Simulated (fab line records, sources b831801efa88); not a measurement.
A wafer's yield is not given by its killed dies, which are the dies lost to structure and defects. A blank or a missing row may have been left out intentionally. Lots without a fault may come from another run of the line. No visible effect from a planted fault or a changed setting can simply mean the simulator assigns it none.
8D (eight disciplines) problem report, filled in by code | flow sky130 | the parts of the form that need people (team, actions taken, sign-off) are left out

## 1. WHAT WENT WRONG
Mean METAL5_ALCU_THK at SKY_METAL5_THK_MEAS_06: 1210 nm over 2 wafers in 2 lots; fault-free wafers: 1128 nm, standard deviation 13. Measured from the usual mean, that is +6.3 standard deviations.
The step: measures by xrf.
Seen first at day 47 22:23 on film-metro-03, wafer L705.1. Wafers with a number at this step in the record: 31, from 11 lots. Rule for "out" (also "out of limits"): further than 4 standard deviations from the usual mean. The other wafers with a number count as sound.

## 2. WHAT THIS IS AND IS NOT
question                    | is                | is not
which readings at this step | METAL5_ALCU_THK   | -
which lots                  | L705, L708        | L686, L688, L689, L690, L691, L695, L698, L700, L709
which wafers of those lots  | L705.1, L708.1    | L705.6, L708.4
read on which gauges        | film-metro-03     | film-metro-01, film-metro-02
when                        | from day 47 22:23 | up to then (25 sound wafers); but 4 sound wafers of L708, L709 came after

## 3. SUSPECTS, AND WHAT RULES EACH OUT
Counting: any tool at a process step up to the reading remains a suspect provided it ran every lot that is out. Sound lots after the first of them don't rule it out here, since some wafers of a struck lot are sound.
- the gauge at SKY_METAL5_THK_MEAS_06: kept. All the wafers that are out were read on film-metro-03, and no step on other tools shows them out.
- cmp-01 at SKY_VIA4_CMP_02 (polishes SiO2): kept. Every lot that is out went through it, the first being L705 (day 47 00:54); the last sound lot it ran before that was L691 (day 43 07:01).
- cmp-01 at SKY_VIA4_CMP_21 (polishes, stops on SiO2, t overpolish 25 s, target thk 0 nm): kept. Every lot that is out went through it, the first being L705 (day 47 21:57); the last sound lot it ran before that was L698 (day 46 08:55).
- pvd-sputter-01 at SKY_METAL5_SPUTTER_04 (material TiN, target thk 70 nm, time 58.3 s): kept. Every lot that is out went through it, the first being L705 (day 47 22:13); the last sound lot it ran before that was L698 (day 46 09:17).
Left after counting: cmp-01 at SKY_VIA4_CMP_02, cmp-01 at SKY_VIA4_CMP_21, pvd-sputter-01 at SKY_METAL5_SPUTTER_04, film-metro-03 at SKY_METAL5_THK_MEAS_06.

## 4. THE CAUSE (what the simulator had put in)
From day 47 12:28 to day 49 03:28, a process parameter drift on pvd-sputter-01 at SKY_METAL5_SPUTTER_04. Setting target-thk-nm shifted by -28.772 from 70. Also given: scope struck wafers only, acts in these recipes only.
4 suspects survive the count, and this tool is in that group.

## 5. THE EFFECT CHAIN, in route order
Each row: a reading where the mean over the struck wafers with a number is more than 3 standard deviations away from the usual. Only readings for which the record gives a usual standard deviation are gone through. hours: the time from each lot's start at the first step in this table that gives one to its start at this step, as a median over the lots. sigmas: the change in usual standard deviations.
hours | step                    | reading         | usual      | on struck wafers | change | sigmas
0     | SKY_METAL5_THK_MEAS_06  | METAL5_ALCU_THK | 1128 nm    | 1210             | +82    | +6.3
36    | SKY_PASSIVATION_ETCH_11 | oes-product-au  | 0.978 a.u. | 0.948            | -0.030 | -4.6
Process steps it contains:
- SKY_PASSIVATION_ETCH_11: etches the open film in CF4/O2, stops on AlCu, target depth 725 nm, time 161.1 s.

## 6. WHAT WOULD HAVE CAUGHT IT SOONER
Counted from the fault's start at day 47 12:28, it took 10 hours until the first out-of-limits reading at a measuring or inspecting step in this record, taken at day 47 22:23.
An alarm limit of 4 standard deviations would not have fired on the tool readings at SKY_METAL5_SPUTTER_04 for which the record gives a usual standard deviation, since none of them was out on any struck wafer.
Among the 2 lots that are out, L708 began SKY_METAL5_SPUTTER_04 on pvd-sputter-01 after day 47 22:23. A hold on the tool at that time would have spared it.
